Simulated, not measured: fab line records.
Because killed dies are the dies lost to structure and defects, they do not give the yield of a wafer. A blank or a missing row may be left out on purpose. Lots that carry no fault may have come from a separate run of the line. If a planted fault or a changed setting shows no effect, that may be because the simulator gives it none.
8D (eight disciplines) problem report, filled in by code	flow sky130	the parts of the form that need people (team, actions taken, sign-off) are left out

1. PROBLEM STATEMENT
SKY_VIA3_CMP_24, overpolishRunS: mean 0.036 s over 1 wafer from 1 lot; wafers with no fault: 20.000 s, standard deviation 0.0081. That is -99 or more standard deviations from the usual mean.
The step: polishes, stops on SiO2, t overpolish 20 s, target thk 0 nm.
The first sign was on wafer L267.2 at day 41 14:58, on cmp-02. The record holds 36 wafers of 12 lots with a number at this step. Rule for "out", or "out of limits": more than 4 standard deviations from the usual mean. All remaining wafers that have a number are taken as sound.

2. WHAT THIS IS AND IS NOT
question	is	is not
which readings at this step	overpolishRunS, timeToEndpointS	platenRpm, retainingRingPressureFrac, slurryFilterDpKPa
which lots	L267	L263, L264, L265, L269, L275, L278, L279, L281, L282, L283, L285
which wafers of those lots	L267.2	L267.4, L267.6
read on which tools	cmp-02	cmp-01
when	from day 41 14:58	up to then (11 sound wafers); but 24 sound wafers of L269, L275, L278, L279, L281, L282, L283, L285 came after

3. THE SUSPECTS, EACH WITH WHAT RULES IT OUT
Counting: if a tool at a process step up to the reading ran every lot that is out, it stays a suspect. Sound lots after the first of them don't rule it out here, since some wafers of a struck lot are sound.
- pvdSputter-03 at SKY_VIA3_SPUTTER_20 (material TiN, target thk 20 nm, time 80 s): kept. L267, the lot that is out, went through it at day 41 14:32; up to then, the latest sound lot through it was L265 at day 40 21:25.
- cmp-02 at SKY_VIA3_CMP_24 (polishes, stops on SiO2, t overpolish 20 s, target thk 0 nm): kept. L267, the lot that is out, went through it at day 41 14:58; up to then, the latest sound lot through it was L265 at day 40 21:53. Its own overpolishRunS, timeToEndpointS readings are out on those wafers.
- Within cmp-02 at SKY_VIA3_CMP_24, the wafers that are out were processed in chamber 0 and their sound lot-mates in chamber 3.
After counting, pvdSputter-03 at SKY_VIA3_SPUTTER_20 and cmp-02 at SKY_VIA3_CMP_24 remain.

4. THE CAUSE (what the simulator had put in)
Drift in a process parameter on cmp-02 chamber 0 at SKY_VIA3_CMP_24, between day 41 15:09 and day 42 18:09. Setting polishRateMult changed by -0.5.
This tool is one of the 2 suspects left after counting.

5. SEQUENCE OF EFFECTS, ordered by route
Rows list readings where the struck wafers' mean (over those with a number) sits beyond 3 standard deviations from the usual. Scope: only readings with a usual standard deviation given in the record; hours: median across lots of the time from each lot's start at the first step in this table that gives one to its start at this step; sigmas: change in usual standard deviations.
hours	step	reading	usual	on struck wafers	change	sigmas
0	SKY_VIA3_CMP_24	overpolishRunS	20.000 s	0.036	-19.964	-99 or more
0	SKY_VIA3_CMP_24	timeToEndpointS	95 s	146	+51	+15
139	SKY_PAD_OPEN_PROBE_99	defectLimitedYield	82.5 %	0.0	-82.5	-43
139	SKY_PAD_OPEN_PROBE_99	killed_at_M0_to_M3	42	436	+394	+55
139	SKY_PAD_OPEN_PROBE_99	killedDies	86	492	+406	+44
139	SKY_PAD_OPEN_PROBE_99	killedOnRim	17	96	+79	+20
Its process steps:
- SKY_VIA3_CMP_24: polishes, stops on SiO2, t overpolish 20 s, target thk 0 nm.
- SKY_PAD_OPEN_PROBE_99

6. WHAT WOULD HAVE CAUGHT IT SOONER
In this record the first reading out of limits was taken at day 41 14:58.
